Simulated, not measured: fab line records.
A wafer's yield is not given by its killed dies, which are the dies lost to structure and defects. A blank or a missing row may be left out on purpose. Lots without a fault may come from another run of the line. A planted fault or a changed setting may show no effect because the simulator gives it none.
Comparing a struck lot with a sound one + flow sky130 + 33 out of 708 route steps
Sound: wafers L789.1, L789.2, L789.6. The struck wafers were L782.2, L782.4, L782.5. At the end, the cause is stated.
Order at every step that has rows: each side's tool, ch and its chambers, its first start. Under that, the readings that differ: sound wafers + struck wafers + difference of the means + sigmas: that difference in standard deviations of wafers without a fault.
alike: words and numbers the same on both sides, and readings whose means are apart by under 2 such deviations; not compared: readings that were withheld, readings missing a value for some wafer, numbers with overlapping values and no deviation given by the record, and bounds like >300 which may hide the same value.
A row with sigmas, a row that says differs or no value, or rows on one side alone: a step with any of these is where the two part. Non-overlapping numbers with no deviation appear without sigmas and do not part them. Lack of a reading on every wafer of one side parts them only where that side has two or more wafers.

first, 4 steps without rows for these wafers: SKY_LOCAL_INTERCONNECT_SOFTBAKE_07 (time 90 s); SKY_LOCAL_INTERCONNECT_EXPOSE_08 (exposes mask LI1M, target cd 170 nm); SKY_LOCAL_INTERCONNECT_PEB_09; SKY_LOCAL_INTERCONNECT_DEVELOP_10 (develop time 60 s).
SKY_LOCAL_INTERCONNECT_CD_MEAS_11: the cd target is 170 nm.
  sound on cd sem-02, day 35 21:29; struck on cd sem-01, day 34 03:58
  alike: cd nm
SKY_LOCAL_INTERCONNECT_OVL_MEAS_12:
  sound on overlay-02, day 35 21:36; struck on overlay-02, day 34 04:04
| reading                     | sound  | struck     | difference | sigmas |
|-----------------------------|--------|------------|------------|--------|
| LOCAL_INTERCONNECT_OVL (nm) | 9 9 -3 | -12 -10 -5 | -14        | -2     |
SKY_LOCAL_INTERCONNECT_ETCH_13: etches BARC in N2/H2, stops on SiO2, time 45.9 s, target depth 60 nm.
  sound on rie metal-04 ch 0,1, day 35 21:38; struck on rie metal-04 ch 0,1, day 34 04:06
  alike: drypump motor current A, oes product au, throttle valve pct
  not compared: rf hours counter h
SKY_LOCAL_INTERCONNECT_METAL_ETCH_14: etches TiN in Cl2/BCl3, stops on PSG, target depth 110 nm, time 31.4 s.
  sound on rie metal-04 ch 0,1, day 35 21:42; struck on rie metal-04 ch 0,1, day 34 04:10
| reading                | sound                | struck               | difference | sigmas |
|------------------------|----------------------|----------------------|------------|--------|
| throttle valve pct (%) | 21.889 21.892 21.884 | 21.919 21.905 21.904 | +0.021     | +2     |
  alike: bcl3 flow sccm, drypump motor current A, mfc cl2 sccm, oes product au
  not compared: rf hours counter h
then, 4 steps without rows for these wafers: SKY_LOCAL_INTERCONNECT_STRIP_15 (strips in O2/N2); SKY_LOCAL_INTERCONNECT_STRIP_16 (strips in post etch residue remover, time 1200 s); SKY_LOCAL_INTERCONNECT_CLEAN_17 (cleans in IPA, time 180 s); SKY_LOCAL_INTERCONNECT_CLEAN_18 (cleans in O3/DIW).
SKY_CONTACT_CVD_00: deposits Si3N4, target thk 75 nm.
  sound on pecvd-01 ch 0,2, day 35 22:21; struck on pecvd-04 ch 0,1, day 34 04:56
| reading                                   | sound           | struck            | difference | sigmas |
|-------------------------------------------|-----------------|-------------------|------------|--------|
| model.Si3N4_of_CONTACT_CVD_00.thk nm (nm) | 73.46 73.2 74.2 | 51.92 54.29 52.87 | -20.59     |        |
  alike: heater power w
SKY_CONTACT_THK_MEAS_01:
  sound on film metro-02, day 35 22:24; struck on film metro-03, day 34 04:58
| reading                 | sound          | struck         | difference | sigmas |
|-------------------------|----------------|----------------|------------|--------|
| CONTACT_CVD_00_THK (nm) | 73.4 73.2 74.1 | 51.9 54.2 52.9 | -20.6      | -19    |
then, 1 step without rows for these wafers: SKY_CONTACT_HDPCVD_02 (deposits SiO2, target thk 565 nm, time 94.2 s).
SKY_CONTACT_THK_MEAS_03:
  sound on film metro-01, day 35 22:32; struck on film metro-01, day 34 05:06
| reading                 | sound       | struck      | difference | sigmas |
|-------------------------|-------------|-------------|------------|--------|
| CONTACT_HDPCVD_THK (nm) | 569 565 571 | 554 554 552 | -15        | -3     |
then, 1 step without rows for these wafers: SKY_CONTACT_CMP_04 (polishes SiO2).
SKY_CONTACT_BOW_MEAS_05:
  sound on film metro-02, day 35 22:53; struck on film metro-03, day 34 05:28
  alike: CONTACT_BOW
then, 8 steps without rows for these wafers: SKY_CONTACT_DEHYDRATE_06 (time 60 s); SKY_CONTACT_HMDS_07 (prime time 60 s); SKY_CONTACT_COAT_08 (resist thk 60 nm); SKY_CONTACT_COAT_09 (resist thk 450 nm); SKY_CONTACT_SOFTBAKE_10 (time 90 s); SKY_CONTACT_EXPOSE_11 (exposes mask CTM1, target cd 170 nm); SKY_CONTACT_PEB_12; SKY_CONTACT_DEVELOP_13 (develop time 60 s).
SKY_CONTACT_CD_MEAS_14: the cd target is 170 nm.
  sound on cd sem-02, day 37 01:02; struck on cd sem-01, day 35 07:43
  alike: cd nm
SKY_CONTACT_OVL_MEAS_15:
  sound on overlay-01, day 37 01:09; struck on overlay-02, day 35 07:49
  alike: CONTACT_OVL
SKY_CONTACT_ETCH_16: etches BARC in N2/H2, stops on SiO2, time 45.9 s, target depth 60 nm.
  sound on rie diel-03 ch 1,2,3, day 37 01:11; struck on rie diel-03 ch 1,2,3, day 35 07:51
  alike: drypump motor current A, oes product au, throttle valve pct
  not compared: rf hours counter h
SKY_CONTACT_ETCH_17: etches SiO2 in C4F8/O2/Ar, stops on Si3N4, target depth 340 nm.
  sound on rie diel-03 ch 1,2,3, day 37 01:14; struck on rie diel-03 ch 1,2,3, day 35 07:53
  alike: oes product au
SKY_CONTACT_ETCH_18: etches Si3N4 in CHF3/O2, stops on TiN, time 39 s, target depth 75 nm.
  sound on rie diel-03 ch 1,2,3; struck on rie diel-03 ch 1,2,3
| reading                  | sound             | struck            | difference | sigmas |
|--------------------------|-------------------|-------------------|------------|--------|
| oes product au (a.u.)    | 0.848 0.846 0.849 | 0.702 0.723 0.717 | -0.134     | -16    |
| throttle valve pct (%)   | 8.779 8.803 8.795 | 8.755 8.765 8.744 | -0.038     | -4     |
| model.etch.depth nm (nm) | 73.46 73.2 74.2   | 51.92 54.29 52.87 | -20.59     |        |
  alike: drypump motor current A
  not compared: rf hours counter h
SKY_CONTACT_STRIP_19: strips in O2/N2.
  sound on plasma asher-01 ch 0,1, day 37 01:19; struck on plasma asher-02 ch 1, day 35 07:59
  alike: drypump motor current A, oes product au, strip time to endpoint s
  not compared: rf hours counter h
-- the record jumps here: 13 days lie between the struck wafers' starts before and after (it left off in module CONTACT and takes up again in module PAD_OPEN, whose first step shown is number 708 of the route) --
SKY_PAD_OPEN_PROBE_99:
  the record has rows for the struck wafers here (prober-01, day 48 13:49) and none for the sound ones

## WHERE THEY PART
Earliest at SKY_LOCAL_INTERCONNECT_OVL_MEAS_12; latest, in this record, at SKY_PAD_OPEN_PROBE_99.

WHY: what the simulator had put in
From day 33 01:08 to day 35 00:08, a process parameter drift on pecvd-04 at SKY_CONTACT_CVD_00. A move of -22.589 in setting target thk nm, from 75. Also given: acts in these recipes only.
